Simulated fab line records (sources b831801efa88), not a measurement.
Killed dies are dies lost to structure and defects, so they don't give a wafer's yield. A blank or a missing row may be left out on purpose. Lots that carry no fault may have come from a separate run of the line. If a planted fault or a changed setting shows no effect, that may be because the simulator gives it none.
Which tool was responsible? + flow gf180mcu + 12 lots (36 wafers sampled), 1 step of a 602-step route

WHAT THE GAUGES READ, wafer by wafer
GF_HV_LDD_TW_MEAS_23.
| lot  | measured     | on            | HV_LDD_2_TW    |
|------|--------------|---------------|----------------|
| L075 | day 11 03:38 | film-metro-01 | 1056 1058 1055 |
| L077 | day 11 17:46 | film-metro-01 | 1056 1054 1058 |
| L079 | day 12 08:23 | film-metro-02 | 1058 1059 1059 |
| L081 | day 13 01:19 | film-metro-04 | 1055 1055 1061 |
| L083 | day 13 11:19 | film-metro-02 | 1067 1065 1068 |
| L085 | day 14 04:49 | film-metro-04 | 1059 1057 1051 |
| L087 | day 14 21:05 | film-metro-02 | 1061 1065 1069 |
| L089 | day 15 14:28 | film-metro-02 | 1071 1070 1066 |
| L091 | day 16 02:50 | film-metro-01 | 1049 1046 1048 |
| L093 | day 16 16:41 | film-metro-01 | 1045 1044 1048 |
| L095 | day 17 07:05 | film-metro-04 | 1060 1067 1068 |
| L097 | day 18 03:59 | film-metro-01 | 1058 1051 1055 |

WHAT TOOL EACH LOT RAN ON (gives the tool, then ch and the chambers of the sampled wafers, and finally the start)
There is no process step in the record ahead of these readings.

THE ANSWER, worked out from the rows above alone
Rule: usual is defined by the lots themselves. The widest of any qualifying gaps counts: lots, ordered by their means at a reading, are off when they make up no more than a third of the lots, leave a main group of 4 or more, and stand apart from it by 3 or more times the standard deviation of that group's means. A main group whose means are all the same, to the digits that the tables above print for the reading, isn't used. A lot without any number at a reading at which 4 lots or more have one is off too. Where the step has rows for the other lots, those lots are counted as sound.
No lot is off at any reading shown: from this, nothing can be told.

WHAT THE SIMULATOR PUT IN
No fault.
